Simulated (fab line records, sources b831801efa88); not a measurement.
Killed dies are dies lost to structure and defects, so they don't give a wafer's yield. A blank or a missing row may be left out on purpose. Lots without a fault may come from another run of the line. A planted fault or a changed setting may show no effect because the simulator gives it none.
Tool commonality check | flow gf180mcu | 14 lots, 42 wafers sampled

WHY IT WAS OPENED
At GF_V2_RS_MEAS_24 the reading V2_W_RS is flagged on 2 of 14 lots. Wafers without a fault read 0.325 ohm/sq, standard deviation 0.006.
Rule: a lot is flagged when every wafer of it that has a number lies more than 4 standard deviations from that mean, or none has a number. The other lots count as sound.

lot  | measured     | on            | V2_W_RS (ohm/sq), wafer by wafer | flag
L395 | day 20 16:35 | film_metro-04 | 0.329 0.319 0.322                |
L398 | day 21 13:35 | film_metro-02 | 0.334 0.320 0.321                |
L399 | day 22 01:59 | film_metro-01 | 0.329 0.336 0.328                |
L401 | day 22 19:10 | film_metro-02 | 0.331 0.322 0.329                |
L404 | day 23 14:29 | film_metro-04 | 0.326 0.325 0.324                |
L405 | day 23 22:57 | film_metro-01 | 0.333 0.319 0.330                |
L407 | day 24 15:34 | film_metro-01 | 0.331 0.319 0.329                |
L411 | day 25 20:50 | film_metro-04 | 0.321 0.333 0.322                |
L412 | day 26 02:58 | film_metro-01 | 0.284 0.293 0.293                | FLAGGED
L413 | day 26 08:15 | film_metro-04 | 0.313 0.315 0.315                |
L414 | day 26 16:35 | film_metro-04 | 0.285 0.292 0.282                | FLAGGED
L415 | day 27 00:09 | film_metro-01 | 0.319 0.323 0.317                |
L416 | day 27 04:56 | film_metro-04 | 0.319 0.329 0.317                |
L418 | day 27 20:46 | film_metro-04 | 0.313 0.313 0.312                |
The numbers of the flagged lots are 0.288 ohm/sq on average: -0.037 ohm/sq against the usual, or -6 standard deviations.

WHICH TOOL RAN EACH LOT
The record holds 1 process step before the reading, out of a route of 602 steps. In each cell: the tool, then ch and the chambers that the sampled wafers went through, then the start.
lot  | flag    | GF_V2_CVD_23
L395 |         | cvd_w-01 ch 0,1, day 20 16:29
L398 |         | cvd_w-01 ch 0,1, day 21 13:29
L399 |         | cvd_w-01 ch 0,1, day 22 01:53
L401 |         | cvd_w-01 ch 0,1, day 22 19:03
L404 |         | cvd_w-02 ch 1, day 23 14:16
L405 |         | cvd_w-01 ch 0,1, day 23 22:49
L407 |         | cvd_w-01 ch 0,1, day 24 15:25
L411 |         | cvd_w-02 ch 0,1, day 25 20:42
L412 | FLAGGED | cvd_w-01 ch 0,1, day 26 02:51
L413 |         | cvd_w-02 ch 0, day 26 08:08
L414 | FLAGGED | cvd_w-01 ch 0,1, day 26 16:28
L415 |         | cvd_w-02 ch 0, day 27 00:01
L416 |         | cvd_w-02 ch 0,1, day 27 04:47
L418 |         | cvd_w-02 ch 0, day 27 20:33
What these steps do:
- GF_V2_CVD_23: deposits W, target thk 350 nm, time 104.94 s.
- GF_V2_RS_MEAS_24: measures by four-point-probe.

FLAGGED OVER TOTAL, TOOL BY TOOL (the gauges that took the reading come last)
step             | tool          | lots run | flagged | share of the flagged lots | sound lots run after its first flagged lot
GF_V2_CVD_23     | cvd_w-01      | 8        | 2       | all                       | 0
GF_V2_CVD_23     | cvd_w-02      | 6        | 0       | none                      | -
GF_V2_RS_MEAS_24 | film_metro-01 | 5        | 1       | some                      | 1 (L415)
GF_V2_RS_MEAS_24 | film_metro-02 | 2        | 0       | none                      | -
GF_V2_RS_MEAS_24 | film_metro-04 | 7        | 1       | some                      | 2 (L416,L418)

WHAT THE TABLE ALLOWS
1 row of the table ran every flagged lot: cvd_w-01 at GF_V2_CVD_23.
- cvd_w-01 at GF_V2_CVD_23: 2 of its 8 lots flagged. Its last sound lot is L407 (day 24 15:25), its first flagged lot L412 (day 26 02:51): a fault that began between those two fits. Its own readings lie more than 4 standard deviations out on every wafer of the flagged lots: chamber_pressure_Torr.
One tool is left: cvd_w-01 at GF_V2_CVD_23.

WHAT THE SIMULATOR HAD PUT IN
Process parameter drift: cvd_w-01, from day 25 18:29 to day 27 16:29, at GF_V2_CVD_23. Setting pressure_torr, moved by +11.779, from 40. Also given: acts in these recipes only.
Lots struck among those shown: L412, L414. The rule above found the same.
